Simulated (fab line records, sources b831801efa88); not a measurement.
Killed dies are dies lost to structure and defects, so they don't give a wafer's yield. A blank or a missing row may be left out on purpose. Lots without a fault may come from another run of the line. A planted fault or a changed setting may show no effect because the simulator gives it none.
A struck lot beside a sound one | flow sky130 | 16 steps out of a route of 708
Sound: wafers L139.1, L139.2, L139.4. Struck: wafers L144.2, L144.4, L144.5. The cause comes at the end.
At each step with rows: each side's tool, then ch and its chambers, then its first start. Under that, the readings that differ: sound wafers | struck wafers | difference of the means | sigmas: that difference in standard deviations of wafers without a fault.
alike: readings whose means differ by less than 2 such deviations, and words and numbers that are the same on both sides. not compared: withheld readings, readings that some wafer has no value for, bounds like >300 that may hide the same value, and numbers for which the record gives no deviation and whose values overlap.
The two part at a step that has a row with sigmas, a row that says differs or no value, or rows on one side only. Numbers that don't overlap but have no deviation are shown without sigmas and don't part them. A reading that every wafer of one side lacks parts them only if that side has two wafers or more.

first, 3 steps without rows for these wafers: SKY_METAL4_CLEAN_21 (cleans in IPA, time 180 s); SKY_METAL4_CLEAN_22 (cleans in O3/DIW); SKY_VIA4_HDPCVD_00 (deposits SiO2, target thk 1750 nm, time 291.7 s).
SKY_VIA4_THK_MEAS_01:
  sound on film_metro-03, day 44 02:34; struck on film_metro-04, day 45 03:03
  alike: VIA4_HDPCVD_THK
SKY_VIA4_CMP_02: polishes SiO2.
  sound on cmp-01 ch 0,2,3, day 44 02:38; struck on cmp-02 ch 1,3, day 45 03:14
  alike: motor_current_A
SKY_VIA4_BOW_MEAS_03:
  sound on film_metro-03, day 44 02:56; struck on film_metro-04, day 45 03:30
  alike: VIA4_BOW
then, 6 steps without rows for these wafers: SKY_VIA4_DEHYDRATE_04 (time 60 s); SKY_VIA4_HMDS_05 (prime time 60 s); SKY_VIA4_COAT_06 (resist thk 1140 nm); SKY_VIA4_SOFTBAKE_07 (time 60 s); SKY_VIA4_EXPOSE_08 (exposes mask VIM4, target cd 800 nm); SKY_VIA4_PEB_09.
SKY_VIA4_DEVELOP_10: develop time 60 s.
  sound on litho_track-01 ch 0, day 45 00:32; struck on litho_track-01 ch 0, day 46 00:04
  reading              | sound             | struck            | difference | sigmas
  developer_temp_C (C) | 23.06 23.02 22.95 | 25.16 25.13 25.09 | +2.12      | +22
SKY_VIA4_OVL_MEAS_11:
  sound on overlay-02, day 45 00:41; struck on overlay-02, day 46 00:11
  alike: VIA4_OVL
SKY_VIA4_ETCH_12: etches SiO2 in C4F8/O2/Ar, stops on TiN, target depth 580 nm.
  sound on rie_diel-02 ch 0,1,3, day 45 00:43; struck on rie_diel-03 ch 0,1,3, day 46 00:13
  reading               | sound             | struck            | difference | sigmas
  model.VIA4.cd_nm (nm) | 798.7 795.8 797.8 | 790.2 791.7 790.6 | -6.6       |
  alike: bias_w, chamber_pressure_mTorr, oes_product_au
SKY_VIA4_STRIP_13: strips in O2/N2.
  sound on plasma_asher-02 ch 0,1, day 45 00:47; struck on plasma_asher-04 ch 0,1, day 46 00:17
  alike: chamber_pressure_mTorr, drypump_motor_current_A, oes_product_au, strip_time_to_endpoint_s
  not compared: rf_hours_counter_h

WHERE THEY PART
Only at SKY_VIA4_DEVELOP_10, within this record. Later steps at which nothing parts them and some readings are alike: SKY_VIA4_OVL_MEAS_11, SKY_VIA4_ETCH_12, SKY_VIA4_STRIP_13.

WHY: what the simulator had put in
Process parameter drift: litho_track-01, from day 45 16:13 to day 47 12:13, at SKY_VIA4_DEVELOP_10. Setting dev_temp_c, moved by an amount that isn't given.
